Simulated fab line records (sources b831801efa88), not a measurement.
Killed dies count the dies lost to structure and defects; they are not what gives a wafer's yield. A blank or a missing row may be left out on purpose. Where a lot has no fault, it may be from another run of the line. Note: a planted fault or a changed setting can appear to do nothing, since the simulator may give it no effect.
Check of tool commonality + flow gf180mcu + 14 lots, 48 wafers sampled

WHY IT WAS OPENED
At GF_POLY_GATE_CD_MEAS_10 the reading cd nm is flagged on 2 of 14 lots. No-fault wafers: 280.0 nm, standard deviation 1.1.
Rule: a lot is flagged in two cases, either no wafer of it has a number, or all its wafers with numbers fall more than 4 standard deviations from that mean. All remaining lots are regarded as sound.

| lot  | measured     | on        | cd nm (nm), wafer by wafer          | flag    |
|------|--------------|-----------|-------------------------------------|---------|
| L637 | day 9 07:30  | cd sem-02 | 280.0 278.4 279.1                   |         |
| L638 | day 9 12:58  | cd sem-01 | 278.5 278.1 279.4                   |         |
| L639 | day 9 21:17  | cd sem-02 | 277.1 277.8 278.6                   |         |
| L641 | day 10 12:35 | cd sem-02 | 280.2 280.3 279.7                   |         |
| L642 | day 10 14:46 | cd sem-02 | 281.8 280.4 280.6                   |         |
| L646 | day 11 22:13 | cd sem-01 | 227.5 227.3 227.8 227.9 226.7 227.4 | FLAGGED |
| L647 | day 12 03:10 | cd sem-01 | 279.6 278.9 279.4                   |         |
| L648 | day 12 11:07 | cd sem-02 | 228.3 228.2 228.7 228.3 228.3 228.4 | FLAGGED |
| L652 | day 13 17:02 | cd sem-02 | 281.5 281.7 281.8                   |         |
| L654 | day 14 05:05 | cd sem-01 | 279.0 277.3 278.8                   |         |
| L656 | day 14 20:23 | cd sem-02 | 279.0 279.2 279.5                   |         |
| L657 | day 15 04:23 | cd sem-01 | 279.6 279.2 280.4                   |         |
| L659 | day 15 16:35 | cd sem-02 | 282.0 281.9 282.0                   |         |
| L660 | day 16 02:14 | cd sem-02 | 280.1 279.2 279.1                   |         |
On average the flagged lots' numbers are 227.9 nm, which is -52.1 nm against the usual, or -47 standard deviations.

WHICH TOOL EACH LOT WENT THROUGH
The record keeps 1 process step preceding the reading, out of 602 steps on the route. In each cell: the tool, then ch and the chambers that the sampled wafers went through, then the start.
| lot  | flag    | GF_POLY_GATE_SOFTBAKE_06          |
|------|---------|-----------------------------------|
| L637 |         | litho track-01 ch 0, day 8 23:00  |
| L638 |         | litho track-04 ch 0, day 9 04:00  |
| L639 |         | litho track-04 ch 0, day 9 12:00  |
| L641 |         | litho track-03 ch 0, day 10 03:00 |
| L642 |         | litho track-01 ch 0, day 10 05:00 |
| L646 | FLAGGED | litho track-01 ch 0, day 11 12:00 |
| L647 |         | litho track-04 ch 0, day 11 16:00 |
| L648 | FLAGGED | litho track-01 ch 0, day 12 01:00 |
| L652 |         | litho track-04 ch 0, day 13 06:00 |
| L654 |         | litho track-04 ch 0, day 13 18:00 |
| L656 |         | litho track-03 ch 0, day 14 09:00 |
| L657 |         | litho track-03 ch 0, day 14 17:00 |
| L659 |         | litho track-01 ch 0, day 15 06:00 |
| L660 |         | litho track-04 ch 0, day 15 15:00 |
What these steps do:
- GF_POLY_GATE_SOFTBAKE_06: time 60 s.
- GF_POLY_GATE_CD_MEAS_10: target cd 280 nm.

FLAGGED OVER TOTAL, TOOL BY TOOL (the gauges that took the reading come last)
| step                     | tool           | lots run | flagged | share of the flagged lots | sound lots run after its first flagged lot |
|--------------------------|----------------|----------|---------|---------------------------|--------------------------------------------|
| GF_POLY_GATE_SOFTBAKE_06 | litho track-01 | 5        | 2       | all                       | 1 (L659)                                   |
| GF_POLY_GATE_SOFTBAKE_06 | litho track-03 | 3        | 0       | none                      | -                                          |
| GF_POLY_GATE_SOFTBAKE_06 | litho track-04 | 6        | 0       | none                      | -                                          |
| GF_POLY_GATE_CD_MEAS_10  | cd sem-01      | 5        | 1       | some                      | 3 (L647,L654,L657)                         |
| GF_POLY_GATE_CD_MEAS_10  | cd sem-02      | 9        | 1       | some                      | 4 (L652,L656,L659,L660)                    |

THE TABLE: WHAT IT ALLOWS
1 row of the table ran every flagged lot: litho track-01 at GF_POLY_GATE_SOFTBAKE_06.
- litho track-01 at GF_POLY_GATE_SOFTBAKE_06: 2 of its 5 lots flagged. Sound lots ran on it after the first flagged one (L659), which a lasting fault on the whole tool wouldn't allow. Its own readings (heater power total W, plate temp C) fall more than 4 standard deviations out on all wafers of the flagged lots.
There is no row in the table that ran each flagged lot and no sound lot after the first.

WHAT WAS PUT IN BY THE SIMULATOR
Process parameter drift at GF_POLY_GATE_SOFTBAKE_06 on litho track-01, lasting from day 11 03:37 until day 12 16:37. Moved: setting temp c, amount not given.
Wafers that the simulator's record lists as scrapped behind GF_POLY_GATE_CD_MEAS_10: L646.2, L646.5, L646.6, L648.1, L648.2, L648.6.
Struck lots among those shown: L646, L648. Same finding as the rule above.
